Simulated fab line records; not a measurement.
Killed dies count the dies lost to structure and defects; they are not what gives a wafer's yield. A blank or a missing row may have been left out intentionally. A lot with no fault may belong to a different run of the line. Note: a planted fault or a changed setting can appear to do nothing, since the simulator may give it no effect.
Matching of chambers + flow sky130 + SKY_LI_CONTACT_CMP_24 on cmp-02 has 4 sister chambers
The step polishes, stops on PSG, t overpolish 20 s, target thk 0 nm. 14 wafers are shown with their chamber, then 7 later ones without.

== EACH WAFER AND ITS CHAMBER ==
| wafer  | chamber | motorCurrentA (A) | timeToEndpointS (s) | platenRpm (rpm) |
|--------|---------|-------------------|---------------------|-----------------|
| L540.1 | 0       | 9.7               | 93                  | 59.95           |
| L540.3 | 1       | 10.5              | 94                  | 59.97           |
| L540.4 | 3       | 11.2              | 96                  | 60.00           |
| L553.2 | 1       | 11.5              | 95                  | 59.98           |
| L553.4 | 2       | 10.9              | 92                  | 60.00           |
| L553.6 | 1       | 11.2              | 92                  | 60.03           |
| L554.3 | 1       | 11.0              | 96                  | 59.97           |
| L554.4 | 0       | 9.8               | 99                  | 60.02           |
| L554.6 | 3       | 10.6              | 99                  | 59.98           |
| L555.1 | 0       | 10.3              | 93                  | 60.12           |
| L555.3 | 2       | 11.4              | 90                  | 59.99           |
| L555.5 | 2       | 10.6              | 93                  | 60.07           |
| L556.3 | 1       | 10.9              | 93                  | 59.99           |
| L556.5 | 2       | 11.0              | 93                  | 60.00           |

SIGNATURES (means of the wafers above)
| reading         | chamber 0 | chamber 1 | chamber 2 | chamber 3 | scatter within a chamber |
|-----------------|-----------|-----------|-----------|-----------|--------------------------|
| motorCurrentA   | 9.933     | 11.020    | 10.975    | 10.900    | 0.355                    |
| timeToEndpointS | 95.00     | 94.00     | 92.00     | 97.50     | 2.11                     |
| platenRpm       | 60.0300   | 59.9880   | 60.0150   | 59.9900   | 0.0462                   |
Rule: a wafer lies at a distance from a chamber equal to the root of the sum of squares, over the readings, of (its reading less the chamber's mean, divided by the reading's scatter). The wafer belongs to the nearest chamber; if the next one is less than 2 further off, it can't be placed. The scatter: the root of (the sum of the squares of (reading less its chamber's mean) over the shown wafers, divided by (wafers less chambers)).

== WAFERS WITH NO CHAMBER GIVEN ==
| wafer  | motorCurrentA (A) | timeToEndpointS (s) | platenRpm (rpm) |
|--------|-------------------|---------------------|-----------------|
| L556.6 | 11.5              | 95                  | 60.01           |
| L561.2 | 11.6              | 95                  | 59.91           |
| L561.4 | 10.5              | 91                  | 60.00           |
| L561.5 | 10.9              | 94                  | 60.01           |
| L562.1 | 9.9               | 92                  | 59.99           |
| L562.2 | 10.9              | 92                  | 60.02           |
| L562.4 | 10.5              | 92                  | 60.02           |

== WHICH CHAMBER EACH ONE RAN IN ==
| wafer  | from the rows above               | in truth |
|--------|-----------------------------------|----------|
| L556.6 | can't be placed: 1 or 2 or 3      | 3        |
| L561.2 | can't be placed: 1 or 3 or 2      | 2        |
| L561.4 | can't be placed: 2 or 1 or 0 or 3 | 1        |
| L561.5 | can't be placed: 1 or 2 or 3      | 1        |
| L562.1 | can't be placed: 0 or 2 or 1      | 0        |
| L562.2 | can't be placed: 2 or 1           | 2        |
| L562.4 | can't be placed: 2 or 1 or 0 or 3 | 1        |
Correct placement for 0 of the 7. From these rows, 7 cannot be placed; in 7 the true chamber is one of the candidates. Wrongly placed: 0.
